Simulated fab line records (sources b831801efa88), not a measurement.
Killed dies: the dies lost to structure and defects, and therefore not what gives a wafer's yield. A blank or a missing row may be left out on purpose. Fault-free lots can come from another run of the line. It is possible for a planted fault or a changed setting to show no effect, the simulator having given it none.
Chamber matching | flow sky130 | SKY_FIELD_ISO_ETCH_15 on rieDiel-04: 4 sister chambers
The step etches the open film in CHF3/O2, stops on Si, target depth 180 nm, time 72 s. 8 wafers are shown with their chamber, then 9 later ones without.

WAFERS, EACH WITH ITS CHAMBER
wafer  | chamber | drypumpMotorCurrentA (A) | throttleValvePct (%)
L075.2 | 0       | 5.41                     | 8.839
L077.1 | 1       | 6.37                     | 8.829
L080.3 | 0       | 5.45                     | 8.835
L086.3 | 3       | 6.09                     | 8.826
L086.5 | 2       | 6.26                     | 8.848
L090.4 | 1       | 6.35                     | 8.827
L090.5 | 3       | 6.08                     | 8.819
L090.6 | 2       | 6.28                     | 8.839

WAFERS WITH NO CHAMBER GIVEN
wafer  | drypumpMotorCurrentA (A) | throttleValvePct (%)
L092.2 | 5.44                     | 8.823
L092.3 | 6.34                     | 8.842
L092.5 | 6.24                     | 8.844
L094.2 | 5.48                     | 8.846
L094.4 | 6.34                     | 8.839
L094.6 | 5.40                     | 8.840
L097.1 | 6.26                     | 8.821
L097.2 | 5.45                     | 8.838
L097.6 | 6.29                     | 8.825

WHICH CHAMBER EACH WENT THROUGH
wafer  | from the rows above     | in truth
L092.2 | 0                       | 0
L092.3 | can't be placed: 1 or 2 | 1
L092.5 | 2                       | 2
L094.2 | 0                       | 0
L094.4 | can't be placed: 1 or 2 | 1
L094.6 | 0                       | 0
L097.1 | can't be placed: 2 or 1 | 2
L097.2 | 0                       | 0
L097.6 | can't be placed: 1 or 2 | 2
5 of 9 placed correctly. Can't be placed from these rows: 4 (the true chamber is among the candidates in 4). Wrongly placed: 0.
How it was worked out, from the rows above alone: a wafer's distance from a chamber is the root of the sum, over the readings, of the square of ((its reading less the chamber's mean) divided by the reading's scatter). The wafer belongs to the nearest chamber; if the next one is less than 2 further off, it can't be placed. The mean given for a chamber averages the wafers shown for that chamber. The scatter: take each reading less its chamber's mean, square it, sum over the shown wafers, divide by the number of wafers less the number of chambers, and take the root.
